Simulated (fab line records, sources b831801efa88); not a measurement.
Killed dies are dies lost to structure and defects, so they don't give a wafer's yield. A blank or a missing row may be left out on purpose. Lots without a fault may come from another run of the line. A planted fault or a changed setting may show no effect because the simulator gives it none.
Which tool did it? | flow sky130 | 14 lots, 42 wafers sampled, at 4 steps of a route of 708

WHAT THE GAUGES READ, wafer by wafer
SKY_METAL4_OVL_MEAS_14. Usual: METAL4_OVL -3 nm, standard deviation 5.4.
lot  | measured     | on         | METAL4_OVL (nm) | flag
L862 | day 41 14:20 | overlay-01 | -2 -6 -4        |
L863 | day 41 21:31 | overlay-02 | -9 -8 -10       |
L865 | day 42 12:49 | overlay-02 | 5 0 6           |
L868 | day 43 16:34 | overlay-01 | -5 -9 -9        |
L873 | day 44 22:37 | overlay-01 | -8 -11 -9       |
L874 | day 45 04:43 | overlay-01 | 3 3 -2          |
L876 | day 45 12:36 | overlay-01 | -4 -9 -4        |
L877 | day 45 20:15 | overlay-02 | 4 -2 1          |
L878 | day 46 01:50 | overlay-01 | -9 -1 -6        |
L879 | day 46 08:16 | overlay-01 | -4 -3 -9        |
L880 | day 46 13:10 | overlay-02 | 6 1 2           |
L883 | day 47 16:26 | overlay-01 | -6 -6 -8        |
L884 | day 47 18:13 | overlay-02 | 4 6 -5          |
L885 | day 47 18:53 | overlay-01 | -2 -8 -3        |

SKY_VIA4_OVL_MEAS_11. Usual: VIA4_OVL -0.6 nm, standard deviation 1.3.
lot  | measured     | on         | VIA4_OVL (nm)  | flag
L862 | day 42 14:23 | overlay-01 | -0.8 1.2 -1.0  |
L863 | day 42 21:44 | overlay-02 | -0.3 1.6 -2.4  |
L865 | day 43 12:58 | overlay-01 | -2.4 -2.5 -2.3 |
L868 | day 44 16:02 | overlay-02 | 0.9 -0.5 1.1   |
L873 | day 45 21:18 | overlay-02 | -2.8 0.4 0.7   |
L874 | day 46 02:44 | overlay-01 | -2.3 -0.2 -1.7 |
L876 | day 46 10:17 | overlay-01 | -1.1 -1.8 -3.4 |
L877 | day 46 17:50 | overlay-01 | -1.6 -1.2 -0.4 |
L878 | day 46 23:35 | overlay-01 | -1.6 -0.8 -3.2 |
L879 | day 47 05:42 | overlay-02 | 0.9 -1.7 0.5   |
L880 | day 47 10:33 | overlay-02 | 1.4 1.0 -0.5   |
L883 | day 48 12:43 | overlay-01 | -1.9 -2.6 -2.1 |
L884 | day 48 13:47 | overlay-01 | -1.2 -0.9 -1.1 |
L885 | day 48 15:29 | overlay-01 | 0.1 -0.3 -0.1  |

SKY_METAL5_THK_MEAS_06: measures by xrf. Usual: METAL5_ALCU_THK 1120 nm, standard deviation 14.
lot  | measured     | on            | METAL5_ALCU_THK (nm) | flag
L862 | day 42 16:06 | film_metro-03 | 1135 1123 1129       |
L863 | day 42 23:28 | film_metro-02 | 1103 1100 1102       |
L865 | day 43 14:49 | film_metro-04 | 1115 1126 1133       |
L868 | day 44 17:44 | film_metro-03 | 1128 1144 1147       |
L873 | day 45 23:05 | film_metro-02 | 1121 1114 1123       |
L874 | day 46 04:43 | film_metro-03 | 1120 1132 1123       |
L876 | day 46 12:42 | film_metro-02 | 1107 1112 1113       |
L877 | day 46 20:07 | film_metro-04 | 1114 1105 1121       |
L878 | day 47 01:17 | film_metro-03 | 1142 1143 1125       |
L879 | day 47 07:31 | film_metro-03 | 1136 1132 1134       |
L880 | day 47 12:15 | film_metro-04 | 1130 1142 1138       |
L883 | day 48 14:28 | film_metro-03 | 1140 1144 1105       |
L884 | day 48 15:29 | film_metro-04 | 1106 1099 1116       |
L885 | day 48 17:21 | film_metro-02 | 1119 1100 1112       |

WHICH TOOL RAN EACH LOT (tool, then ch and the chambers of the sampled wafers, then the start)
lot  | SKY_GATE_OXIDE_STRIP_13
L862 | plasma_asher-04 ch 0, day 13 20:56
L863 | plasma_asher-03 ch 0,1, day 14 05:56
L865 | plasma_asher-02 ch 0, day 14 17:32
L868 | plasma_asher-02 ch 0,1, day 16 05:19
L873 | plasma_asher-02 ch 0,1, day 17 19:16
L874 | plasma_asher-02 ch 0,1, day 18 06:04
L876 | plasma_asher-04 ch 0,1, day 18 16:01
L877 | plasma_asher-04 ch 0,1, day 19 02:05
L878 | plasma_asher-03 ch 0,1, day 19 12:11
L879 | plasma_asher-03 ch 0,1, day 19 22:02
L880 | plasma_asher-03 ch 0,1, day 20 07:48
L883 | plasma_asher-02 ch 0,1, day 21 09:28
L884 | plasma_asher-03 ch 0,1, day 21 16:02
L885 | plasma_asher-03 ch 0,1, day 21 22:13
- SKY_GATE_OXIDE_STRIP_13: strips in O2/N2.

WHAT THE TOOLS THEMSELVES READ (means of the sampled wafers that have a number; where no wafer has one, the mark that the record gives instead)
SKY_GATE_OXIDE_STRIP_13. Usual: drypump_motor_current_A 5.6 A, standard deviation 0.34; oes_product_au 0.716 a.u., standard deviation 0.0048; strip_time_to_endpoint_s 14.18 s, standard deviation 0.038.
lot  | tool            | drypump_motor_current_A (A) | oes_product_au (a.u.) | strip_time_to_endpoint_s (s) | flag
L862 | plasma_asher-04 | 5.4                         | 0.715                 | 14.11                        |
L863 | plasma_asher-03 | 5.8                         | 0.716                 | 14.18                        |
L865 | plasma_asher-02 | 4.9                         | 0.717                 | 14.15                        |
L868 | plasma_asher-02 | 5.4                         | 0.712                 | 14.11                        |
L873 | plasma_asher-02 | 5.4                         | 0.717                 | 14.19                        |
L874 | plasma_asher-02 | 5.2                         | 0.718                 | 14.19                        |
L876 | plasma_asher-04 | 5.5                         | 0.716                 | 14.20                        |
L877 | plasma_asher-04 | 5.5                         | 0.718                 | 14.21                        |
L878 | plasma_asher-03 | 5.9                         | 0.717                 | 14.14                        |
L879 | plasma_asher-03 | 5.8                         | 0.714                 | 14.14                        |
L880 | plasma_asher-03 | 5.9                         | 0.712                 | 14.20                        |
L883 | plasma_asher-02 | 5.4                         | 0.708                 | 14.23                        |
L884 | plasma_asher-03 | 5.9                         | 0.712                 | 14.14                        |
L885 | plasma_asher-03 | 5.9                         | 0.718                 | 14.20                        |

THE ANSWER, worked out from the rows above alone
Rule: a lot is off if the mean of its wafers that have a number lies more than 3 standard deviations from the usual mean. A lot without any number at a reading at which 4 lots or more have one is off too. The other lots that the step has rows for count as sound. The gauges are gone through in route order, then the tools' own readings, and for those a lot's mean is taken as printed above. The first step at which some lot is off is used, and at that step the reading that is off furthest; a lot without a number counts as furthest.
No lot is off at any reading shown: from this, nothing can be told.

WHAT THE SIMULATOR HAD PUT IN
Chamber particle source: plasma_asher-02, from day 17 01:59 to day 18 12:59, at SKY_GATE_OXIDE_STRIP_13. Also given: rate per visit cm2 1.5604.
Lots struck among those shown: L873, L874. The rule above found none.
